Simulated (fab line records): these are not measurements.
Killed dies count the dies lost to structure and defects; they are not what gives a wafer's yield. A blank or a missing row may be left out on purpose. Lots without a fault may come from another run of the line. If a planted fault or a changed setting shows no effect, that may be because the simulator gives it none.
What tool caused it? + flow sky130 + 33 wafers from 11 lots sampled at 6 of the route's 708 steps

WHAT THE GAUGES READ, wafer by wafer
No reading from a measuring or inspecting step in the record can be judged against a usual standard deviation.

TOOL THAT RAN EACH LOT (tool first, then ch and the chambers of the sampled wafers, then the start)
| lot  | SKY_VIA1_ETCH_15                  | SKY_VIA1_STRIP_16                   | SKY_VIA1_SPUTTER_20         | SKY_METAL2_SPUTTER_00       | SKY_METAL2_SPUTTER_01       | SKY_PAD_OPEN_PROBE_99   |
|------|-----------------------------------|-------------------------------------|-----------------------------|-----------------------------|-----------------------------|-------------------------|
| L580 | rieDiel-04 ch 1,2, day 34 01:48   | plasmaAsher-04 ch 0,1, day 34 01:53 | pvdSputter-03, day 34 02:26 | pvdSputter-04, day 34 03:05 | pvdSputter-04, day 34 03:07 | prober-02, day 45 19:05 |
| L584 | rieDiel-01 ch 1,2,3, day 35 12:16 | plasmaAsher-03 ch 0,1, day 35 12:20 | pvdSputter-02, day 35 12:54 | pvdSputter-03, day 35 13:43 | pvdSputter-03, day 35 13:44 | prober-01, day 47 00:00 |
| L586 | rieDiel-01 ch 1,2,3, day 36 12:00 | plasmaAsher-01 ch 0,1, day 36 12:03 | pvdSputter-01, day 36 12:38 | pvdSputter-04, day 36 13:16 | pvdSputter-04, day 36 13:18 | prober-02, day 47 16:19 |
| L587 | rieDiel-01 ch 0,3, day 36 15:46   | plasmaAsher-01 ch 0,1, day 36 15:49 | pvdSputter-03, day 36 16:24 | pvdSputter-01, day 36 17:02 | pvdSputter-01, day 36 17:04 | prober-01, day 47 19:04 |
| L589 | rieDiel-03 ch 0,2,3, day 37 04:15 | plasmaAsher-01 ch 0,1, day 37 04:18 | pvdSputter-03, day 37 04:53 | pvdSputter-04, day 37 05:31 | pvdSputter-04, day 37 05:33 | prober-01, day 48 04:26 |
| L590 | rieDiel-04 ch 0,1, day 37 19:15   | plasmaAsher-04 ch 0,1, day 37 19:18 | pvdSputter-02, day 37 19:54 | pvdSputter-01, day 37 20:32 | pvdSputter-01, day 37 20:34 | prober-02, day 48 15:50 |
| L592 | rieDiel-03 ch 1,3, day 37 22:42   | plasmaAsher-04 ch 1, day 37 22:45   | pvdSputter-02, day 37 23:23 | pvdSputter-04, day 38 00:01 | pvdSputter-04, day 38 00:02 | prober-01, day 48 18:21 |
| L598 | rieDiel-01 ch 0,2,3, day 39 14:22 | plasmaAsher-04 ch 0,1, day 39 14:25 | pvdSputter-03, day 39 15:00 | -                           | -                           | prober-02, day 49 22:17 |
| L599 | rieDiel-03 ch 2,3, day 39 18:12   | plasmaAsher-04 ch 0,1, day 39 18:15 | pvdSputter-01, day 39 18:50 | -                           | -                           | prober-01, day 50 02:23 |
| L600 | rieDiel-01 ch 0,2,3, day 40 01:00 | plasmaAsher-04 ch 0,1, day 40 01:05 | pvdSputter-02, day 40 01:41 | -                           | -                           | prober-01, day 50 06:48 |
| L603 | rieDiel-03 ch 1,2, day 41 10:55   | plasmaAsher-03 ch 0,1, day 41 10:58 | pvdSputter-02, day 41 11:35 | pvdSputter-01, day 41 12:13 | pvdSputter-01, day 41 12:15 | prober-01, day 51 05:02 |
- SKY_VIA1_ETCH_15: etches SiO2 in C4F8/O2/Ar, stops on TiN, target depth 351 nm, time 54 s.
- SKY_VIA1_STRIP_16: strips in O2/N2.
- SKY_VIA1_SPUTTER_20: material TiN, target thk 20 nm, time 80 s.
- SKY_METAL2_SPUTTER_00: material Ti, target thk 15 nm, time 10 s.
- SKY_METAL2_SPUTTER_01: material TiN, target thk 20 nm, time 16.7 s.
- SKY_PAD_OPEN_PROBE_99

WHAT THE TOOLS THEMSELVES READ (means of the sampled wafers that have a number; where no wafer has one, the mark that the record gives instead)
SKY_VIA1_ETCH_15.
| lot  | tool       | biasW (W) | chamberPressureMTorr (mTorr) | oesProductAu (a.u.) |
|------|------------|-----------|------------------------------|---------------------|
| L580 | rieDiel-04 | 1201      | 40.01                        | 0.987               |
| L584 | rieDiel-01 | 1201      | 40.00                        | 0.974               |
| L586 | rieDiel-01 | 1199      | 40.00                        | 0.980               |
| L587 | rieDiel-01 | 1201      | 39.99                        | 0.975               |
| L589 | rieDiel-03 | 1200      | 40.03                        | 0.974               |
| L590 | rieDiel-04 | 1198      | 39.99                        | 0.980               |
| L592 | rieDiel-03 | 1199      | 40.04                        | 0.976               |
| L598 | rieDiel-01 | -         | -                            | -                   |
| L599 | rieDiel-03 | -         | -                            | -                   |
| L600 | rieDiel-01 | -         | -                            | -                   |
| L603 | rieDiel-03 | 1201      | 39.97                        | 0.983               |

SKY_VIA1_STRIP_16.
| lot  | tool           | drypumpMotorCurrentA (A) | oesProductAu (a.u.) | stripTimeToEndpointS (s) |
|------|----------------|--------------------------|---------------------|--------------------------|
| L580 | plasmaAsher-04 | 5.7                      | 0.418               | 4.453                    |
| L584 | plasmaAsher-03 | 6.1                      | 0.416               | 4.437                    |
| L586 | plasmaAsher-01 | 5.6                      | 0.421               | 4.434                    |
| L587 | plasmaAsher-01 | 5.6                      | 0.417               | 4.455                    |
| L589 | plasmaAsher-01 | 5.9                      | 0.413               | 4.481                    |
| L590 | plasmaAsher-04 | 5.8                      | 0.418               | 4.491                    |
| L592 | plasmaAsher-04 | 6.7                      | 0.411               | 4.477                    |
| L598 | plasmaAsher-04 | 6.2                      | 0.440               | 5.168                    |
| L599 | plasmaAsher-04 | 5.7                      | 0.445               | 5.225                    |
| L600 | plasmaAsher-04 | 6.2                      | 0.444               | 5.207                    |
| L603 | plasmaAsher-03 | 6.1                      | 0.420               | 4.474                    |

SKY_VIA1_SPUTTER_20.
| lot  | tool          | chamberPressurePa (Pa) | throttleValvePct (%) |
|------|---------------|------------------------|----------------------|
| L580 | pvdSputter-03 | 4.994                  | 29.2                 |
| L584 | pvdSputter-02 | 5.010                  | 30.6                 |
| L586 | pvdSputter-01 | 5.000                  | 29.9                 |
| L587 | pvdSputter-03 | 4.996                  | 29.5                 |
| L589 | pvdSputter-03 | 5.000                  | 29.3                 |
| L590 | pvdSputter-02 | 5.001                  | 30.2                 |
| L592 | pvdSputter-02 | 4.996                  | 30.1                 |
| L598 | pvdSputter-03 | 5.011                  | 29.2                 |
| L599 | pvdSputter-01 | 5.010                  | 29.5                 |
| L600 | pvdSputter-02 | 4.997                  | 30.2                 |
| L603 | pvdSputter-02 | 4.999                  | 31.0                 |

SKY_METAL2_SPUTTER_00.
| lot  | tool          | chamberPressurePa (Pa) | throttleValvePct (%) |
|------|---------------|------------------------|----------------------|
| L580 | pvdSputter-04 | 0.3996                 | 31.4                 |
| L584 | pvdSputter-03 | 0.4007                 | 29.1                 |
| L586 | pvdSputter-04 | 0.3990                 | 31.3                 |
| L587 | pvdSputter-01 | 0.4004                 | 29.6                 |
| L589 | pvdSputter-04 | 0.3994                 | 31.0                 |
| L590 | pvdSputter-01 | 0.4001                 | 29.5                 |
| L592 | pvdSputter-04 | 0.3999                 | 31.5                 |
| L603 | pvdSputter-01 | 0.4001                 | 29.5                 |

SKY_METAL2_SPUTTER_01.
| lot  | tool          | chamberPressurePa (Pa) | throttleValvePct (%) |
|------|---------------|------------------------|----------------------|
| L580 | pvdSputter-04 | 0.3995                 | 31.4                 |
| L584 | pvdSputter-03 | 0.4001                 | 29.2                 |
| L586 | pvdSputter-04 | 0.4001                 | 31.4                 |
| L587 | pvdSputter-01 | 0.3989                 | 29.5                 |
| L589 | pvdSputter-04 | 0.4005                 | 30.9                 |
| L590 | pvdSputter-01 | 0.3996                 | 29.5                 |
| L592 | pvdSputter-04 | 0.3997                 | 31.2                 |
| L603 | pvdSputter-01 | 0.3999                 | 29.4                 |

SKY_PAD_OPEN_PROBE_99.
| lot  | tool      | defectLimitedYield (%) | killed_at_M0_to_M3 | killed_at_M4_up | killedAtContacts | killedAtFrontEnd | killedAtOther | killedDies | killedOnRim | killedOpen | killedShort | sort_bin_3_pad_short (%) | sort_bin_5_function (%) | sort_bin_6_memory (%) | sortNPass | sortYieldPct (%) |
|------|-----------|------------------------|--------------------|-----------------|------------------|------------------|---------------|------------|-------------|------------|-------------|--------------------------|-------------------------|-----------------------|-----------|------------------|
| L580 | prober-02 | 83.1                   | 42                 | 3.0             | 22               | 17               | 0.0           | 83         | 17          | 46         | 36          | 0.9                      | 9.9                     | 6.1                   | 409       | 83.1             |
| L584 | prober-01 | 82.9                   | 42                 | 2.3             | 25               | 14               | 0.3           | 84         | 18          | 45         | 39          | 0.7                      | 10.0                    | 6.3                   | 408       | 82.9             |
| L586 | prober-02 | 83.2                   | 39                 | 3.7             | 25               | 14               | 0.7           | 83         | 16          | 44         | 38          | 1.5                      | 8.9                     | 6.3                   | 409       | 83.2             |
| L587 | prober-01 | 81.5                   | 47                 | 4.0             | 27               | 14               | 0.0           | 91         | 16          | 49         | 41          | 0.6                      | 10.5                    | 7.4                   | 401       | 81.5             |
| L589 | prober-01 | 83.5                   | 31                 | 1.7             | 26               | 21               | 1.3           | 81         | 18          | 40         | 40          | 1.3                      | 10.1                    | 5.0                   | 411       | 83.5             |
| L590 | prober-02 | 82.2                   | 44                 | 3.0             | 23               | 17               | 0.0           | 87         | 16          | 47         | 41          | 1.0                      | 9.7                     | 7.0                   | 405       | 82.2             |
| L592 | prober-01 | 81.7                   | 45                 | 3.0             | 26               | 15               | 0.7           | 90         | 18          | 50         | 39          | 0.5                      | 10.7                    | 7.0                   | 402       | 81.7             |
| L598 | prober-02 | 0.0                    | 447                | 2.0             | 26               | 16               | 0.7           | 492        | 96          | 45         | 37          | 0.6                      | 92.6                    | 6.8                   | 0         | 0.0              |
| L599 | prober-01 | 0.0                    | 447                | 4.7             | 25               | 15               | 0.3           | 492        | 96          | 49         | 37          | 0.6                      | 92.9                    | 6.5                   | 0         | 0.0              |
| L600 | prober-01 | 0.0                    | 449                | 5.0             | 21               | 17               | 0.3           | 492        | 96          | 46         | 38          | 0.8                      | 92.3                    | 6.9                   | 0         | 0.0              |
| L603 | prober-01 | 84.4                   | 40                 | 3.0             | 22               | 12               | 0.0           | 77         | 16          | 40         | 37          | 0.7                      | 9.2                     | 5.7                   | 415       | 84.4             |

THE ANSWER, worked out from the rows above alone
Rule: the lots themselves supply what counts as usual. Put in order of their means at a reading, lots are off if they are a third of the lots or fewer, leave a main group of 4 or more, and stand apart from it by a gap of 3 or more times the standard deviation of the main group's means; of several such gaps the widest counts. A main group is skipped when, at the precision printed for the reading in the tables above, its means are all equal. Also off: a lot with no number at a reading for which 4 or more lots have one. All remaining lots with rows at the step are treated as sound. Order of review: gauges by route order, followed by the tools' own readings, for which a lot's mean as printed above is used. At the first step where some lot is off, the reading lying furthest off is the one used; lots without a number count as furthest.
Off: L598, L599, L600, at SKY_VIA1_ETCH_15 (biasW). Without a number there: L598, L599, L600. For the main group the mean is 1200 W and the standard deviation 1.1.
If a tool, at that step or one of the process steps before it, ran each lot that is off and ran no sound lot following the first of them, it fits. No candidate that was tried fits.

WHAT HAD BEEN PUT IN BY THE SIMULATOR
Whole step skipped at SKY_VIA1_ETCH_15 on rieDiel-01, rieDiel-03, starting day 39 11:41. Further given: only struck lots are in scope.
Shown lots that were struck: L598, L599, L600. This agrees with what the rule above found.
